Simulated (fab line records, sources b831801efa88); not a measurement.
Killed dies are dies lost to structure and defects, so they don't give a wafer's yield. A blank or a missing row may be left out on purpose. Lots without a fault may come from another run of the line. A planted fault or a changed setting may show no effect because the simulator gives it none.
Which tool did it? | flow gf180mcu | 12 lots, 36 wafers sampled, at 2 steps of a route of 602

WHAT THE GAUGES READ, wafer by wafer
GF_V3_RS_MEAS_24: measures by four-point-probe.
lot  | measured     | on            | V3_W_RS (ohm/sq)
L075 | day 22 18:13 | film_metro-03 | 0.330 0.317 0.329
L077 | day 23 08:31 | film_metro-04 | 0.328 0.328 0.329
L079 | day 24 07:28 | film_metro-02 | 0.320 0.322 0.324
L081 | day 24 20:28 | film_metro-03 | 0.325 0.322 0.322
L083 | day 25 16:03 | film_metro-03 | 0.320 0.323 0.320
L085 | day 26 10:18 | film_metro-02 | 0.322 0.328 0.326
L087 | day 27 00:09 | film_metro-03 | 0.328 0.319 0.329
L089 | day 27 15:04 | film_metro-04 | 0.326 0.327 0.325
L091 | day 28 00:51 | film_metro-03 | 0.328 0.322 0.328
L093 | day 28 15:03 | film_metro-02 | 0.332 0.329 0.335
L095 | day 29 02:40 | film_metro-04 | 0.324 0.324 0.327
L097 | day 29 14:32 | film_metro-02 | 0.324 0.319 0.333

WHICH TOOL RAN EACH LOT (tool, then ch and the chambers of the sampled wafers, then the start)
lot  | GF_V2_ETCH_17
L075 | rie_diel-04 ch 0,1,2, day 22 18:13 or earlier
L077 | rie_diel-04 ch 0,3, day 23 08:31 or earlier
L079 | rie_diel-01 ch 2,3, day 24 07:28 or earlier
L081 | rie_diel-03 ch 0,1,2, day 24 20:28 or earlier
L083 | rie_diel-04 ch 0,2,3, day 25 16:03 or earlier
L085 | rie_diel-01 ch 0,2,3, day 26 10:18 or earlier
L087 | rie_diel-01 ch 0,3, day 27 00:09 or earlier
L089 | rie_diel-01 ch 0,3, day 27 15:04 or earlier
L091 | rie_diel-04 ch 0,1,2, day 28 00:51 or earlier
L093 | rie_diel-04 ch 1,2, day 28 15:03 or earlier
L095 | rie_diel-04 ch 0,2,3, day 29 02:40 or earlier
L097 | rie_diel-01 ch 0,1,2, day 29 14:32 or earlier
- GF_V2_ETCH_17: etches SiO2 in C4F8/O2/Ar, stops on TiN, target depth 630 nm.

THE ANSWER, worked out from the rows above alone
Rule: what is usual is taken from the lots themselves. Put in order of their means at a reading, lots are off if they are a third of the lots or fewer, leave a main group of 4 or more, and stand apart from it by a gap of 3 or more times the standard deviation of the main group's means; of several such gaps the widest counts. A main group whose means are all the same, to the digits that the tables above print for the reading, isn't used. A lot without any number at a reading at which 4 lots or more have one is off too. The other lots that the step has rows for count as sound.
No lot is off at any reading shown: from this, nothing can be told.

WHAT THE SIMULATOR HAD PUT IN
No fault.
